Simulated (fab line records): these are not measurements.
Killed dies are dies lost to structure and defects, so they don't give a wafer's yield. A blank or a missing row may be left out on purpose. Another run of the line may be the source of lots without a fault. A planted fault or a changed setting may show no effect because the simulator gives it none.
The tool behind it: which one? -- flow gf180mcu -- 39 wafers from 13 lots sampled at 4 of the route's 602 steps

WHAT THE GAUGES READ, wafer by wafer
GF_V5_BOW_MEAS_05.
lot,measured,on,V5_BOW (um)
L867,day 27 00:13,film_metro-04,137 137 132
L868,day 27 06:04,film_metro-04,141 129 135
L870,day 28 00:22,film_metro-02,126 125 123
L874,day 29 12:55,film_metro-03,129 133 112
L875,day 29 17:05,film_metro-04,158 148 145
L882,day 31 12:41,film_metro-04,122 128 121
L884,day 32 05:46,film_metro-02,131 136 143
L883,day 32 06:32,film_metro-03,130 118 118
L885,day 32 07:26,film_metro-04,126 124 139
L886,day 32 12:15,film_metro-03,134 138 118
L887,day 32 19:58,film_metro-04,133 136 147
L888,day 33 02:22,film_metro-04,128 131 130
L889,day 33 03:40,film_metro-02,124 116 127

WHAT TOOL EACH LOT RAN ON (gives the tool, then ch and the chambers of the sampled wafers, and finally the start)
lot,GF_M5_STRIP_11,GF_V5_CVD_02,GF_V5_CMP_04
L867,"plasma_asher-04 ch 0,1, day 26 23:06","pecvd-02 ch 1,2, day 26 23:44","cmp-02 ch 0,1,3, day 26 23:57"
L868,"plasma_asher-02 ch 0,1, day 27 04:56","pecvd-02 ch 0,1,2, day 27 05:35","cmp-02 ch 1,2, day 27 05:45"
L870,"plasma_asher-02 ch 0, day 27 23:14","pecvd-01 ch 0,1, day 27 23:53","cmp-02 ch 0,3, day 28 00:03"
L874,"plasma_asher-01 ch 0,1, day 29 11:46","pecvd-01 ch 0,1,2, day 29 12:26","cmp-02 ch 0,1,3, day 29 12:37"
L875,"plasma_asher-01 ch 0,1, day 29 15:36","pecvd-01 ch 0,2, day 29 16:16","cmp-01 ch 0,3, day 29 16:46"
L882,"plasma_asher-04 ch 0,1, day 31 11:20","pecvd-04 ch 0,2, day 31 12:11","cmp-01 ch 0,1,2, day 31 12:22"
L884,"plasma_asher-02 ch 0,1, day 32 03:58","pecvd-04 ch 0, day 32 05:00","cmp-01 ch 0,1,3, day 32 05:33"
L883,"plasma_asher-02 ch 0,1, day 32 05:06","pecvd-02 ch 0,2, day 32 06:04","cmp-02 ch 1,2,3, day 32 06:14"
L885,"plasma_asher-04 ch 0,1, day 32 05:20","pecvd-02 ch 1,2, day 32 06:35","cmp-02 ch 0,2, day 32 07:08"
L886,"plasma_asher-01 ch 0,1, day 32 09:33","pecvd-01 ch 0,1,2, day 32 10:32","cmp-02 ch 1,2, day 32 11:59"
L887,"plasma_asher-01 ch 0,1, day 32 18:48","pecvd-04 ch 0,1,2, day 32 19:28","cmp-01 ch 2,3, day 32 19:38"
L888,"plasma_asher-01 ch 0,1, day 33 01:08","pecvd-04 ch 0,1, day 33 01:51","cmp-01 ch 0,3, day 33 02:01"
L889,"plasma_asher-02 ch 0,1, day 33 02:22","pecvd-02 ch 0,2, day 33 03:12","cmp-01 ch 0,2,3, day 33 03:28"
- GF_M5_STRIP_11: strips in O2/N2.
- GF_V5_CVD_02: deposits SiO2 from TEOS, target thk 1450 nm, time 163.28 s.
- GF_V5_CMP_04: polishes SiO2.

AS READ BY THE TOOLS THEMSELVES (means over the sampled wafers that have a number; for cases with no such wafer, the mark the record gives instead)
GF_M5_STRIP_11.
lot,tool,drypump_motor_current_A (A),heater_power_w (W),oes_product_au (a.u.),strip_time_to_endpoint_s (s)
L867,plasma_asher-04,5.6,298,0.545,7.56
L868,plasma_asher-02,6.0,342,0.542,7.50
L870,plasma_asher-02,6.3,366,0.543,7.55
L874,plasma_asher-01,5.8,313,0.541,7.55
L875,plasma_asher-01,5.9,316,0.542,7.49
L882,plasma_asher-04,5.4,285,0.542,7.57
L884,plasma_asher-02,5.7,315,0.540,7.53
L883,plasma_asher-02,6.0,344,0.548,7.53
L885,plasma_asher-04,5.6,300,0.541,7.49
L886,plasma_asher-01,5.8,296,0.541,7.51
L887,plasma_asher-01,5.5,307,0.544,7.53
L888,plasma_asher-01,5.8,298,0.544,7.54
L889,plasma_asher-02,5.7,315,0.551,7.56

GF_V5_CVD_02.
lot,tool,heater_power_w (W)
L867,pecvd-02,605
L868,pecvd-02,603
L870,pecvd-01,757
L874,pecvd-01,699
L875,pecvd-01,785
L882,pecvd-04,624
L884,pecvd-04,647
L883,pecvd-02,526
L885,pecvd-02,599
L886,pecvd-01,660
L887,pecvd-04,564
L888,pecvd-04,670
L889,pecvd-02,544

GF_V5_CMP_04.
lot,tool,motor_current_A (A),platen_rpm (rpm),slurry_flow_ml_min
L867,cmp-02,11.8,59.98,150.0
L868,cmp-02,11.9,59.99,149.7
L870,cmp-02,11.5,59.99,150.1
L874,cmp-02,11.5,59.98,149.8
L875,cmp-01,11.2,59.98,149.9
L882,cmp-01,12.0,60.00,150.3
L884,cmp-01,11.3,60.00,150.1
L883,cmp-02,11.9,59.98,149.9
L885,cmp-02,11.2,60.00,150.3
L886,cmp-02,11.7,60.01,149.8
L887,cmp-01,12.1,59.96,149.8
L888,cmp-01,10.7,60.01,150.3
L889,cmp-01,12.0,60.00,149.6

THE ANSWER, worked out from the rows above alone
Rule: the lots themselves supply what counts as usual. Put in order of their means at a reading, lots are off if they are a third of the lots or fewer, leave a main group of 4 or more, and stand apart from it by a gap of 3 or more times the standard deviation of the main group's means; of several such gaps the widest counts. If all means in a main group match to the digits the tables above print for the reading, that group is not used. Also off: a lot with no number at a reading for which 4 or more lots have one. The other lots that the step has rows for count as sound. The gauges are gone through in route order, then the tools' own readings, and for those a lot's mean is taken as printed above. The first step at which some lot is off is used, and at that step the reading that is off furthest; a lot without a number counts as furthest.
Nothing can be told from this: no lot is off at any reading shown.

WHAT HAD BEEN PUT IN BY THE SIMULATOR
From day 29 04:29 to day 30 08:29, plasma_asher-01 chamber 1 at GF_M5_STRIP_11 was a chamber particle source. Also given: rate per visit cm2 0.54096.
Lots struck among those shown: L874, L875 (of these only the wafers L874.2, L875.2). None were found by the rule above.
